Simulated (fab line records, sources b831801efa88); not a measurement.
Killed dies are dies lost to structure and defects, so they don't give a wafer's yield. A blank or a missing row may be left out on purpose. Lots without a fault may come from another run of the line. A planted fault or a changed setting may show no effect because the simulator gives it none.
fab line records | flow sky130
record lots=12 wafers=36 last_day=49
route steps=708 shown VT_ADJUST_HVTP@93 SONOS_ONO@181 POLY_GATE@204 PAD_OPEN@708
lots that met no fault: from a run of the same line without faults
start_h: hours from the record's first day to the start of the lot's first wafer shown | wait_h: hours since the lot's step before | " the same as in the row above | L1.1+2: a row that stands for several wafers | - no value, or no start given | * or withheld: withheld | < > ~ a bound
route shown NAME@n: a module of which the file shows steps, and the number in the route of the first | usual: mean/standard deviation of fault-free wafers | same: alike in all rows | chamber/n: place in a boat | sites: the reading at each site | _std_site: their standard deviation | _edge_site: outer sites' mean less inner sites' | radius_mm: how far each site lies from the wafer's centre | mask NAME#n: copy n | behind: the tool/chamber that last shaped the wafer | hold: why the lot was held/for how many hours/how that ended | device: the transistor (n, p or np) that didn't switch | end of line: the same wafers' tests at the end of the route | a step without rows: its recipe alone | killed: dies lost to structure and defects at the first sort, not the wafer's yield | map: a wafer's dies, x killed, . not, _ none there
set.NAME: the setting as run; set.NAME@STEP: as run at that earlier step | model.NAME: the simulator's own value behind a step, which no gauge read
steps of the route over a sample of lots; a table a step, a row a wafer
services: from which hour (start_h, from the record's first day; less than 0 if before it) a tool's chamber was out of use, for how many hours, and why
## steps
# step SKY_VT_ADJUST_HVTP_OVL_MEAS_08
# usual VT_ADJUST_HVTP_OVL=-0.5/1.5
# columns lot.wafer tool chamber start_h wait_h VT_ADJUST_HVTP_OVL[nm]
L742.1 overlay-02 - 124.98 0.1 1.0
L742.5 " - " " 1.8
L742.6 " - " " 1.4
L743.3 overlay-01 - 130.84 0.1 -0.4
L743.4 " - " " -1.1
L743.5 " - " " -0.8
L744.2 overlay-02 - 134.66 0.1 0.6
L744.5 " - " " 1.9
L744.6 " - " " 0.3
L745.1 overlay-02 - 142.58 0.1 -4.2
L745.2 " - " " -2.8
L745.4 " - " " -3.7
L746.1 overlay-01 - 148.97 0.1 -0.6
L746.2 " - " " -1.2
L746.4 " - " " -0.6
L747.1 overlay-01 - 153.63 0.1 -2.5
L747.4 " - " " -2.3
L747.5 " - " " -1.5
L748.1 overlay-01 - 159.45 0.1 -2.4
L748.2 " - " " -0.1
L748.5 " - " " -1.2
L750.1 overlay-02 - 171.62 0.1 -2.8
L750.2 " - " " -1.9
L750.4 " - " " -3.1
L754.2 overlay-01 - 195.64 0.1 -0.4
L754.4 " - " " -0.7
L754.5 " - " " -1.3
L756.1 overlay-01 - 214.65 0.1 2.1
L756.2 " - " " 0.4
L756.3 " - " " 1.0
L759.1 overlay-02 - 230.00 0.1 -0.2
L759.3 " - " " 1.1
L759.6 " - " " -0.6
L760.3 overlay-02 - 238.36 0.1 -0.2
L760.5 " - " " -0.8
L760.6 " - " " 1.2
# step SKY_SONOS_ONO_CD_MEAS_13
# recipe target_cd_nm=410
# usual cd_nm=409.6/2.1
# columns lot.wafer tool chamber start_h wait_h cd_nm
L742.1 cd_sem-01 - 282.98 0.1 409.6
L742.5 " - " " 408.9
L742.6 " - " " 410.0
L743.3 cd_sem-01 - 287.19 0.1 409.7
L743.4 " - " " 411.5
L743.5 " - " " 409.3
L744.2 cd_sem-02 - 295.77 0.1 405.0
L744.5 " - " " 405.8
L744.6 " - " " 407.4
L745.1 cd_sem-01 - 303.71 0.1 406.1
L745.2 " - " " 407.6
L745.4 " - " " 407.5
L746.1 cd_sem-02 - 311.28 0.1 409.0
L746.2 " - " " 409.3
L746.4 " - " " 408.4
L747.1 cd_sem-01 - 317.95 0.1 408.3
L747.4 " - " " 412.2
L747.5 " - " " 413.0
L748.1 cd_sem-02 - 327.25 0.1 405.8
L748.2 " - " " 408.5
L748.5 " - " " 405.3
L750.1 cd_sem-01 - 339.91 0.1 410.7
L750.2 " - " " 410.8
L750.4 " - " " 410.6
L754.2 cd_sem-02 - 376.18 0.1 409.7
L754.4 " - " " 411.1
L754.5 " - " " 411.1
L756.1 cd_sem-02 - 400.61 0.1 413.0
L756.2 " - " " 412.1
L756.3 " - " " 412.9
L759.1 cd_sem-02 - 426.11 0.1 410.6
L759.3 " - " " 413.8
L759.6 " - " " 410.4
L760.3 cd_sem-01 - 431.39 0.1 409.8
L760.5 " - " " 407.7
L760.6 " - " " 408.0
# step SKY_POLY_GATE_CVD_00
# recipe material=poly-Si target_thk_nm=180 temp_c=620 time_s=720 pressure_mtorr=200
# columns lot.wafer tool chamber start_h wait_h
L742.1+5+6 lpcvd-01 0 313.99 0.0
L743.3+4+5 lpcvd-01 1 319.46 2.2
L744.2+5+6 lpcvd-01 1 327.97 0.0
L745.1+2+4 lpcvd-01 0 335.55 0.0
L746.1+2+4 lpcvd-01 1 344.91 0.0
L747.1+4+5 lpcvd-01 0 349.76 0.0
L748.1+2+5 lpcvd-01 1 358.16 0.0
L750.1+2+4 lpcvd-01 0 373.57 0.0
L754.2+4+5 lpcvd-01 0 409.68 0.0
L756.1+2+3 lpcvd-01 0 436.39 0.0
L759.1+3+6 lpcvd-01 0 461.33 0.0
L760.3+5+6 lpcvd-01 0 467.99 0.0
# step SKY_POLY_GATE_THK_MEAS_01
# recipe reads=poly-Si_of_POLY_GATE_CVD_00
# usual POLY_GATE_CVD_00_THK=180.3/1.3
# columns lot.wafer tool chamber start_h wait_h POLY_GATE_CVD_00_THK[nm]
L742.1 film_metro-02 - 315.19 0.0 178.7
L742.5 " - " " 178.5
L742.6 " - " " 179.2
L743.3 film_metro-01 - 320.68 0.0 178.3
L743.4 " - " " 178.0
L743.5 " - " " 179.0
L744.2 film_metro-02 - 329.18 0.0 181.1
L744.5 " - " " 179.7
L744.6 " - " " 180.7
L745.1 film_metro-02 - 336.75 0.0 179.3
L745.2 " - " " 180.1
L745.4 " - " " 180.1
L746.1 film_metro-02 - 346.15 0.0 179.2
L746.2 " - " " 180.7
L746.4 " - " " 179.3
L747.1 film_metro-01 - 350.96 0.0 180.0
L747.4 " - " " 181.0
L747.5 " - " " 181.4
L748.1 film_metro-02 - 359.36 0.0 177.8
L748.2 " - " " 180.8
L748.5 " - " " 179.8
L750.1 film_metro-04 - 374.77 0.0 179.4
L750.2 " - " " 180.3
L750.4 " - " " 180.9
L754.2 film_metro-01 - 410.89 0.0 180.8
L754.4 " - " " 179.8
L754.5 " - " " 180.3
L756.1 film_metro-01 - 437.59 0.0 181.6
L756.2 " - " " 181.8
L756.3 " - " " 179.2
L759.1 film_metro-01 - 462.53 0.0 71.4
L759.3 " - " " 72.8
L759.6 " - " " 72.9
L760.3 film_metro-02 - 469.21 0.0 73.2
L760.5 " - " " 72.1
L760.6 " - " " 71.3
# step SKY_POLY_GATE_ETCH_17
# recipe target_depth_nm=180 stop_on=SiO2 over_etch_frac=0.56667 chemistry=HBr/Cl2 target=poly-Si icp_w=400 bias_w=100 pressure_mtorr=10 HBr_flow_sccm=150 Cl2_flow_sccm=50 time_s=70.5
# usual drypump_motor_current_A=5.7/0.46 oes_product_au=0.989/0.0066 throttle_valve_pct=33.684/0.0099
# columns lot.wafer tool chamber start_h wait_h drypump_motor_current_A oes_product_au rf_hours_counter_h throttle_valve_pct
L742.1 rie_si-01 3 372.79 0.0 5.3 0.986 3 33.693
L742.5 " 0 " " 5.5 0.990 - 33.694
L742.6 " 1 " " 5.1 0.985 - 33.679
L743.3 rie_si-02 2 379.03 0.0 6.5 0.982 2 33.682
L743.4 " 3 " " 6.3 0.980 6 33.679
L743.5 " 2 " " 6.5 0.994 - 33.691
L744.2 rie_si-02 0 386.50 0.0 5.8 0.990 3 33.674
L744.5 " 1 " " 5.3 0.992 - 33.693
L744.6 " 2 " " 6.4 1.006 - 33.693
L745.1 rie_si-01 3 394.64 0.0 5.3 0.990 3 33.686
L745.2 " 2 " " 5.6 0.989 3 33.691
L745.4 " 1 " " 5.1 0.982 59 33.678
L746.1 rie_si-02 3 405.65 0.0 6.3 0.989 6 33.691
L746.2 " 2 " " 6.5 0.998 2 33.688
L746.4 " 1 " " 5.3 0.990 46 33.690
L747.1 rie_si-02 3 412.84 0.0 6.3 0.982 6 33.674
L747.4 " 1 " " 5.3 0.990 46 33.686
L747.5 " 0 " " 5.8 0.986 - 33.682
L748.1 rie_si-02 2 420.25 0.0 6.4 0.990 3 33.688
L748.2 " 0 " " 5.8 0.991 3 33.682
L748.5 " 3 " " 6.3 0.979 - 33.697
L750.1 rie_si-02 1 437.00 0.0 5.3 0.989 46 33.682
L750.2 " 0 " " 5.8 0.984 3 33.674
L750.4 " 2 " " 6.4 1.002 3 33.684
L754.2 rie_si-02 1 476.13 0.0 5.3 0.988 46 33.660
L754.4 " 0 " " 5.8 0.988 4 33.692
L754.5 " 2 " " 6.5 0.992 - 33.684
L756.1 rie_si-02 1 502.28 0.0 5.3 0.985 46 33.692
L756.2 " 3 " " 6.2 0.991 7 33.704
L756.3 " 0 " " 5.8 0.984 4 33.664
L759.1 rie_si-01 1 525.80 0.0 5.1 0.556 0 33.682
L759.3 " 0 " " 5.5 0.566 5 33.680
L759.6 " 1 " " 5.1 0.569 - 33.673
L760.3 rie_si-02 3 533.10 0.0 6.3 0.566 7 33.697
L760.5 " 3 " " 6.3 0.560 - 33.675
L760.6 " 0 " " 5.8 0.555 - 33.671
# step SKY_POLY_GATE_STRIP_18
# recipe chemistry=O2/N2 power_w=1400 pressure_mtorr=1500 platen_temp_c=withheld o2_flow_sccm=3000 n2_flow_sccm=300 overash_fraction=0.5
# usual drypump_motor_current_A=5.7/0.5 oes_product_au=0.360/0.0048 strip_time_to_endpoint_s=3.17/0.034
# columns lot.wafer tool chamber start_h wait_h drypump_motor_current_A oes_product_au rf_hours_counter_h strip_time_to_endpoint_s
L742.1 plasma_asher-02 0 372.84 0.0 6.3 0.355 56 3.08
L742.5 " 0 " " 6.3 0.359 - 3.15
L742.6 " 1 " " 6.2 0.359 - 3.14
L743.3 plasma_asher-01 1 379.12 0.1 6.3 0.360 - 3.16
L743.4 " 0 " " 5.5 0.359 - 3.23
L743.5 " 0 " " 5.5 0.359 - 3.23
L744.2 plasma_asher-02 0 386.56 0.0 6.3 0.372 57 3.11
L744.5 " 0 " " 6.3 0.348 - 3.10
L744.6 " 1 " " 6.2 0.356 - 3.12
L745.1 plasma_asher-04 1 394.69 0.0 5.4 0.368 27 3.20
L745.2 " 0 " " 5.0 0.362 27 3.15
L745.4 " 1 " " 5.4 0.361 - 3.19
L746.1 plasma_asher-02 1 405.71 0.0 6.1 0.357 59 3.15
L746.2 " 0 " " 6.3 0.366 59 3.21
L746.4 " 0 " " 6.3 0.362 - 3.19
L747.1 plasma_asher-02 1 412.89 0.0 6.2 0.367 59 3.16
L747.4 " 0 " " 6.3 0.362 - 3.19
L747.5 " 1 " " 6.2 0.361 - 3.21
L748.1 plasma_asher-02 1 420.31 0.0 6.2 0.357 60 3.18
L748.2 " 0 " " 6.2 0.360 60 3.18
L748.5 " 0 " " 6.2 0.360 - 3.20
L750.1 plasma_asher-01 1 437.06 0.0 6.2 0.366 75 3.23
L750.2 " 0 " " 5.5 0.363 75 3.21
L750.4 " 1 " " 6.3 0.363 - 3.25
L754.2 plasma_asher-02 1 476.19 0.0 6.2 0.353 65 3.13
L754.4 " 0 " " 6.2 0.358 - 3.19
L754.5 " 1 " " 6.2 0.357 - 3.11
L756.1 plasma_asher-02 1 502.34 0.0 6.2 0.360 68 3.20
L756.2 " 0 " " 6.3 0.365 68 3.18
L756.3 " 0 " " 6.2 0.357 - 3.13
L759.1 plasma_asher-01 1 525.86 0.0 6.2 0.358 81 3.16
L759.3 " 0 " " 5.4 0.358 - 3.16
L759.6 " 0 " " 5.5 0.359 - 3.19
L760.3 plasma_asher-01 1 533.19 0.1 6.3 0.369 - 3.18
L760.5 " 1 " " 6.3 0.361 - 3.17
L760.6 " 0 " " 5.5 0.354 - 3.16
# step SKY_PAD_OPEN_PROBE_99
# usual killed_at_M0_to_M3=44/7.4 killed_at_M4_up=3.2/1.8 killed_at_contacts=25/5.2 killed_at_front_end=15/4.5 killed_at_other=0.2/0.43 killed_dies=87/9.6 killed_open=48/7.6 killed_short=40/5.7
# same gross_dies=492 killed_at_back_side=0
# columns lot.wafer tool chamber start_h wait_h killed_at_M0_to_M3 killed_at_M4_up killed_at_contacts killed_at_front_end killed_at_other killed_dies killed_open killed_short
L748.1 prober-01 - 1112.40 0.1 50 4 21 12 1 88 55 33
L748.2 prober-01 - 1112.45 0.1 55 2 28 15 0 100 44 56
L748.5 prober-01 - 1112.60 0.2 48 4 22 18 0 92 49 43
L756.1 prober-01 - 1161.23 0.1 39 7 23 16 0 85 50 35
L756.2 prober-01 - 1161.28 0.1 35 5 26 16 0 82 42 40
L756.3 prober-01 - 1161.33 0.2 33 5 29 13 0 80 33 47
# killed by level:class
L748.1 VIA1:geometric_particle:open=17 CONTACT:geometric_particle:open=10 VIA3:geometric_particle:open=8 VIA2:geometric_particle:open=6 VIA1:geometric_particle:short=5 LI_CONTACT:geometric_particle:open=4 CONTACT:geometric_particle:short=4 METAL1:geometric_particle:short=4
L748.2 CONTACT:geometric_particle:short=11 VIA1:geometric_particle:open=11 VIA1:geometric_particle:short=9 METAL2:geometric_particle:short=9 VIA3:geometric_particle:open=7 LI_CONTACT:geometric_particle:open=5 VIA2:geometric_particle:open=5 CONTACT:geometric_particle:open=5
L748.5 CONTACT:geometric_particle:open=13 METAL2:geometric_particle:short=8 VIA1:geometric_particle:open=8 VIA1:geometric_particle:short=7 FIELD_ISO:geometric_particle:short=6 POLY_GATE:geometric_particle:open=5 VIA3:geometric_particle:open=5 METAL1:geometric_particle:short=4
L756.1 VIA1:geometric_particle:open=10 FIELD_ISO:geometric_particle:open=8 VIA2:geometric_particle:open=8 CONTACT:geometric_particle:open=7 CONTACT:geometric_particle:short=5 LI_CONTACT:geometric_particle:open=4 METAL1:geometric_particle:short=4 METAL2:geometric_particle:short=4
L756.2 CONTACT:geometric_particle:open=12 VIA3:geometric_particle:open=6 VIA2:geometric_particle:open=6 FIELD_ISO:geometric_particle:open=5 LI_CONTACT:geometric_particle:open=5 VIA1:geometric_particle:short=5 METAL4:geometric_particle:short=4 LI_CONTACT:geometric_particle:short=4
L756.3 CONTACT:geometric_particle:open=9 LI_CONTACT:geometric_particle:open=8 CONTACT:geometric_particle:short=7 VIA1:geometric_particle:open=6 VIA3:geometric_particle:short=6 FIELD_ISO:geometric_particle:short=5 METAL1:geometric_particle:short=4 VIA1:geometric_particle:short=4
## services
# columns tool chamber start_h hours kind
rie_si-01 2 311.01 2.6 repair
rie_si-02 2 335.94 9.5 repair
rie_si-01 1 377.97 8.9 repair
plasma_asher-02 - 378.95 1.7 repair
plasma_asher-01 - 414.34 14.6 pm
lpcvd-01 - 419.54 2.5 repair
rie_si-02 1 423.92 6.7 repair
plasma_asher-02 - 439.47 21.2 repair
plasma_asher-01 - 453.33 28.1 pm
rie_si-02 - 471.14 0.2 repair
rie_si-01 1 480.67 - clean
rie_si-01 1 480.67 20.4 scheduled_down
rie_si-01 1 480.67 20.4 vent_cycle
lpcvd-01 - 501.71 0.3 repair
## key
first_sign step=SKY_POLY_GATE_THK_MEAS_01 reading=POLY_GATE_CVD_00_THK direction=down sigmas=82 usual=180.3 struck=72.3
effect step=SKY_POLY_GATE_ETCH_17 reading=oes_product_au direction=down sigmas=65 usual=0.989 struck=0.562
met_at SKY_POLY_GATE_CVD_00
struck_lots L759,L760
tester_left_out L759,L760
not_acting_at SKY_VT_ADJUST_HVTP_OVL_MEAS_08,SKY_SONOS_ONO_CD_MEAS_13,SKY_POLY_GATE_STRIP_18
onset_between 436.39 461.33
also_fits time
fault kind=process_parameter_drift tool=lpcvd-01 chamber=- onset_h=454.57 steps=SKY_POLY_GATE_CVD_00 channel=target_thk_nm offset=-106.73 shape=step end_h=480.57 stated=180
# tester_left_out: of these lots the tester's yield and bins aren't shown, on N5 and GAA mostly nor the transistor test; their killed dies are dies lost to structure and defects alone, not to doping, threshold or leakage, so they don't give the yield
